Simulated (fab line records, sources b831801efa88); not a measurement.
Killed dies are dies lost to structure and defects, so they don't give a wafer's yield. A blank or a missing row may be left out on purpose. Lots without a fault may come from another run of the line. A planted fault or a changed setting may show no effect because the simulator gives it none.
Tool commonality check | flow sky130 | 14 lots, 42 wafers sampled

WHY IT WAS OPENED
At SKY_VT_ADJUST_HVTP_TW_MEAS_11 the reading VT_ADJUST_HVTP_TW is flagged on 2 of 14 lots. Wafers without a fault read 1359, standard deviation 9.9.
Rule: a lot is flagged when every wafer of it that has a number lies more than 4 standard deviations from that mean, or none has a number. The other lots count as sound.

lot  | measured     | on            | VT_ADJUST_HVTP_TW, wafer by wafer | flag
L679 | day 6 05:07  | film_metro-02 | 1350 1359 1355                    |
L684 | day 7 11:31  | film_metro-03 | 1357 1348 1352                    |
L685 | day 7 18:46  | film_metro-03 | 30 30 30                          | FLAGGED
L686 | day 8 03:41  | film_metro-02 | 1346 1355 1349                    |
L689 | day 8 17:22  | film_metro-02 | 1353 1350 1351                    |
L690 | day 9 06:01  | film_metro-03 | 30 30 30                          | FLAGGED
L692 | day 9 15:37  | film_metro-02 | 1364 1362 1365                    |
L693 | day 9 21:02  | film_metro-02 | 1364 1365 1364                    |
L694 | day 10 01:50 | film_metro-02 | 1348 1347 1351                    |
L696 | day 10 14:21 | film_metro-02 | 1352 1356 1353                    |
L699 | day 11 12:44 | film_metro-02 | 1351 1354 1356                    |
L700 | day 11 17:27 | film_metro-02 | 1354 1359 1352                    |
L701 | day 12 00:02 | film_metro-01 | 1380 1380 1372                    |
L702 | day 12 02:13 | film_metro-03 | 1354 1358 1362                    |
The numbers of the flagged lots are 30 on average: -1329 against the usual, or -99 or more standard deviations.

WHICH TOOL RAN EACH LOT
The record holds 2 process steps before the reading, out of a route of 708 steps. In each cell: the tool, then ch and the chambers that the sampled wafers went through, then the start.
lot  | flag    | SKY_FIELD_ISO_STRIP_16              | SKY_VT_ADJUST_HVTP_DEVELOP_06
L679 |         | plasma_asher-01 ch 0,1, day 2 05:52 | litho_track-01 ch 0, day 6 04:35
L684 |         | plasma_asher-02 ch 0,1, day 3 08:37 | litho_track-02 ch 0, day 7 10:58
L685 | FLAGGED | plasma_asher-02 ch 0,1, day 3 12:33 | litho_track-01 ch 0, day 7 18:12
L686 |         | plasma_asher-02 ch 0,1, day 3 21:55 | litho_track-04 ch 0, day 8 03:08
L689 |         | plasma_asher-02 ch 0,1, day 4 08:17 | litho_track-02 ch 0, day 8 16:49
L690 | FLAGGED | plasma_asher-02 ch 0, day 4 17:10   | litho_track-01 ch 0, day 9 05:27
L692 |         | plasma_asher-01 ch 0,1, day 5 01:59 | litho_track-02 ch 0, day 9 14:59
L693 |         | plasma_asher-01 ch 0,1, day 5 05:40 | litho_track-04 ch 0, day 9 20:29
L694 |         | plasma_asher-02 ch 0,1, day 5 10:49 | litho_track-02 ch 0, day 10 01:17
L696 |         | plasma_asher-03 ch 0,1, day 5 20:57 | litho_track-04 ch 0, day 10 13:49
L699 |         | plasma_asher-03 ch 0,1, day 6 15:15 | litho_track-01 ch 0, day 11 12:12
L700 |         | plasma_asher-03 ch 0,1, day 6 19:57 | litho_track-04 ch 0, day 11 16:55
L701 |         | plasma_asher-03 ch 0,1, day 7 00:41 | litho_track-02 ch 0, day 11 23:29
L702 |         | plasma_asher-01 ch 0,1, day 7 03:55 | litho_track-02 ch 0, day 12 01:40
What these steps do:
- SKY_FIELD_ISO_STRIP_16: strips in O2/N2.
- SKY_VT_ADJUST_HVTP_DEVELOP_06: develop time 60 s.
- SKY_VT_ADJUST_HVTP_TW_MEAS_11

FLAGGED OVER TOTAL, TOOL BY TOOL (the gauges that took the reading come last)
step                          | tool            | lots run | flagged | share of the flagged lots | sound lots run after its first flagged lot
SKY_FIELD_ISO_STRIP_16        | plasma_asher-01 | 4        | 0       | none                      | -
SKY_FIELD_ISO_STRIP_16        | plasma_asher-02 | 6        | 2       | all                       | 3 (L686,L689,L694)
SKY_FIELD_ISO_STRIP_16        | plasma_asher-03 | 4        | 0       | none                      | -
SKY_VT_ADJUST_HVTP_DEVELOP_06 | litho_track-01  | 4        | 2       | all                       | 1 (L699)
SKY_VT_ADJUST_HVTP_DEVELOP_06 | litho_track-02  | 6        | 0       | none                      | -
SKY_VT_ADJUST_HVTP_DEVELOP_06 | litho_track-04  | 4        | 0       | none                      | -
SKY_VT_ADJUST_HVTP_TW_MEAS_11 | film_metro-01   | 1        | 0       | none                      | -
SKY_VT_ADJUST_HVTP_TW_MEAS_11 | film_metro-02   | 9        | 0       | none                      | -
SKY_VT_ADJUST_HVTP_TW_MEAS_11 | film_metro-03   | 4        | 2       | all                       | 1 (L702)

WHAT THE TABLE ALLOWS
3 rows of the table ran every flagged lot: plasma_asher-02 at SKY_FIELD_ISO_STRIP_16, litho_track-01 at SKY_VT_ADJUST_HVTP_DEVELOP_06, film_metro-03 at SKY_VT_ADJUST_HVTP_TW_MEAS_11.
- plasma_asher-02 at SKY_FIELD_ISO_STRIP_16: 2 of its 6 lots flagged. Sound lots ran on it after the first flagged one (L686, L689, L694), which a lasting fault on the whole tool wouldn't allow.
- litho_track-01 at SKY_VT_ADJUST_HVTP_DEVELOP_06: 2 of its 4 lots flagged. Sound lots ran on it after the first flagged one (L699), which a lasting fault on the whole tool wouldn't allow.
- film_metro-03 at SKY_VT_ADJUST_HVTP_TW_MEAS_11: 2 of its 4 lots flagged. Sound lots ran on it after the first flagged one (L702), which a lasting fault on the whole tool wouldn't allow.
No row of the table ran every flagged lot and no sound lot after the first.

WHAT THE SIMULATOR HAD PUT IN
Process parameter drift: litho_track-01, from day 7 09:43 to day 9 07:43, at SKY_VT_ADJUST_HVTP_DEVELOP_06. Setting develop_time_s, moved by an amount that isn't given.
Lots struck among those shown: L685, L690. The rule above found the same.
